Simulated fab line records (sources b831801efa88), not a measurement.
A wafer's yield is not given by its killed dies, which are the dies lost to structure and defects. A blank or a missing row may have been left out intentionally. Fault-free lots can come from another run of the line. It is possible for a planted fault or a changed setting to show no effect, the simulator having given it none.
Which of the tools did it? ; flow gf180mcu ; 42 wafers from 14 lots sampled at 4 of the route's 602 steps

WHAT THE GAUGES SHOWED, per wafer
GF_CONTACT_RS_MEAS_25: a four-point-probe measurement.
lot;measured;on;CONTACT_W_RS (ohm/sq)
L474;day 16 11:22;film_metro-01;0.364 0.378 0.381
L475;day 16 12:06;film_metro-02;0.385 0.382 0.384
L476;day 17 05:08;film_metro-02;0.363 0.379 0.360
L482;day 19 19:36;film_metro-02;0.388 0.380 0.379
L481;day 19 20:23;film_metro-02;0.383 0.381 0.390
L485;day 20 19:33;film_metro-03;0.385 0.376 0.382
L487;day 21 03:30;film_metro-02;0.378 0.385 0.378
L486;day 21 05:05;film_metro-01;0.385 0.384 0.386
L490;day 21 22:02;film_metro-02;0.370 0.367 0.381
L488;day 22 02:58;film_metro-01;0.389 0.387 0.391
L489;day 22 03:16;film_metro-01;0.386 0.371 0.374
L493;day 22 20:37;film_metro-03;0.366 0.365 0.378
L494;day 23 06:22;film_metro-03;0.394 0.388 0.369
L496;day 23 22:58;film_metro-03;0.370 0.370 0.372

GF_M1_CD_MEAS_14: the cd target is 230 nm.
lot;measured;on;cd_nm (nm)
L474;day 17 10:25;cd_sem-01;230.5 230.0 229.2
L475;day 17 11:30;cd_sem-02;231.6 231.7 231.7
L476;day 18 05:12;cd_sem-02;231.2 230.8 232.3
L482;day 20 20:29;cd_sem-01;228.3 228.5 229.6
L481;day 20 21:07;cd_sem-02;227.7 228.7 228.1
L485;day 21 20:23;cd_sem-01;229.7 230.6 229.1
L487;day 22 03:31;cd_sem-01;229.7 229.2 228.5
L489;day 23 03:32;cd_sem-02;229.4 229.5 229.7
L493;day 23 18:58;cd_sem-02;228.8 229.7 228.7
L494;day 24 04:58;cd_sem-02;230.0 230.0 231.4
L496;day 24 21:04;cd_sem-01;228.5 228.0 228.1

WHAT TOOL EACH LOT RAN ON (gives the tool, then ch and the chambers of the sampled wafers, and finally the start)
lot;GF_SALICIDE_SPUTTER_02;GF_CONTACT_CMP_27
L474;pvd_sputter-04, day 15 11:22;cmp-01 ch 0,2,3, day 16 11:35
L475;pvd_sputter-02, day 15 11:56;cmp-02 ch 0,2,3, day 16 12:20
L476;pvd_sputter-03, day 16 04:50;cmp-01 ch 1,2, day 17 05:15
L482;pvd_sputter-03, day 18 17:46;cmp-02 ch 1,2,3, day 19 19:47
L481;pvd_sputter-04, day 18 18:22;cmp-02 ch 1,3, day 19 20:32
L485;pvd_sputter-04, day 19 17:02;cmp-01 ch 1,2, day 20 19:44
L487;pvd_sputter-02, day 20 01:50;cmp-02 ch 0,3, day 21 03:41
L486;pvd_sputter-04, day 20 03:32;cmp-02 ch 0,1,3, day 21 05:17
L490;pvd_sputter-03, day 20 20:47;cmp-01 ch 2,3, day 21 22:09
L488;pvd_sputter-02, day 21 01:28;cmp-02 ch 0,3, day 22 03:26
L489;pvd_sputter-03, day 21 01:53;cmp-02 ch 0,1,3, day 22 03:47
L493;pvd_sputter-04, day 21 19:47;cmp-01 ch 1,2,3, day 22 20:53
L494;pvd_sputter-03, day 22 05:48;cmp-01 ch 2,3, day 23 06:32
L496;pvd_sputter-02, day 22 22:19;cmp-02 ch 0,1,2, day 23 23:11
- GF_SALICIDE_SPUTTER_02: material Co, target thk 10 nm, time 20 s.
- GF_CONTACT_CMP_27: polishes, stops on SiO2, t overpolish 15 s, target thk 0 nm.

WHAT THE TOOLS THEMSELVES READ (means of the sampled wafers that have a number; where no wafer has one, the mark that the record gives instead)
GF_SALICIDE_SPUTTER_02.
lot;tool;throttle_valve_pct (%)
L474;pvd_sputter-04;29.5
L475;pvd_sputter-02;28.5
L476;pvd_sputter-03;29.9
L482;pvd_sputter-03;30.4
L481;pvd_sputter-04;29.5
L485;pvd_sputter-04;29.3
L487;pvd_sputter-02;29.0
L486;pvd_sputter-04;29.5
L490;pvd_sputter-03;30.0
L488;pvd_sputter-02;29.5
L489;pvd_sputter-03;29.9
L493;pvd_sputter-04;29.3
L494;pvd_sputter-03;30.7
L496;pvd_sputter-02;30.3

GF_CONTACT_CMP_27.
lot;tool;edge_zone_pressure_frac;head_pressure_psi (psi);motor_current_A (A);overpolish_run_s (s);slurry_flow_ml_min;time_to_endpoint_s (s)
L474;cmp-01;0.998;3.493;10.8;14.998;150.1;72
L475;cmp-02;1.003;3.497;9.9;15.001;149.7;78
L476;cmp-01;0.999;3.506;11.6;14.987;150.2;84
L482;cmp-02;1.001;3.500;10.3;14.996;149.8;71
L481;cmp-02;0.997;3.502;11.2;15.000;149.8;72
L485;cmp-01;1.006;3.503;11.4;15.014;149.9;75
L487;cmp-02;0.999;3.507;10.8;15.000;150.2;76
L486;cmp-02;-;-;-;-;-;-
L490;cmp-01;-;-;-;-;-;-
L488;cmp-02;-;-;-;-;-;-
L489;cmp-02;0.998;3.500;10.7;15.001;150.1;77
L493;cmp-01;0.999;3.499;11.0;14.989;150.7;77
L494;cmp-01;0.998;3.498;10.7;15.007;149.9;72
L496;cmp-02;0.999;3.505;10.4;14.996;150.7;82

THE ANSWER, worked out from the rows above alone
Rule: what is usual is taken from the lots themselves. Put in order of their means at a reading, lots are off if they are a third of the lots or fewer, leave a main group of 4 or more, and stand apart from it by a gap of 3 or more times the standard deviation of the main group's means; of several such gaps the widest counts. Not used: any main group whose means are identical at the precision the tables above print for the reading. Also off: a lot with no number at a reading for which 4 or more lots have one. All remaining lots with rows at the step are treated as sound. The gauges are gone through in route order, then the tools' own readings, and for those a lot's mean is taken as printed above. The first step at which some lot is off is used, and at that step the reading that is off furthest; a lot without a number counts as furthest.
Off at GF_CONTACT_CMP_27 (edge_zone_pressure_frac): L486, L490, L488. Without a number there: L486, L490, L488. Mean 1.000 and standard deviation 0.0025 in the main group.
If a tool, at that step or one of the process steps before it, ran each lot that is off and ran no sound lot following the first of them, it fits. Of those tried, none fits.

WHAT THE SIMULATOR HAD PUT IN
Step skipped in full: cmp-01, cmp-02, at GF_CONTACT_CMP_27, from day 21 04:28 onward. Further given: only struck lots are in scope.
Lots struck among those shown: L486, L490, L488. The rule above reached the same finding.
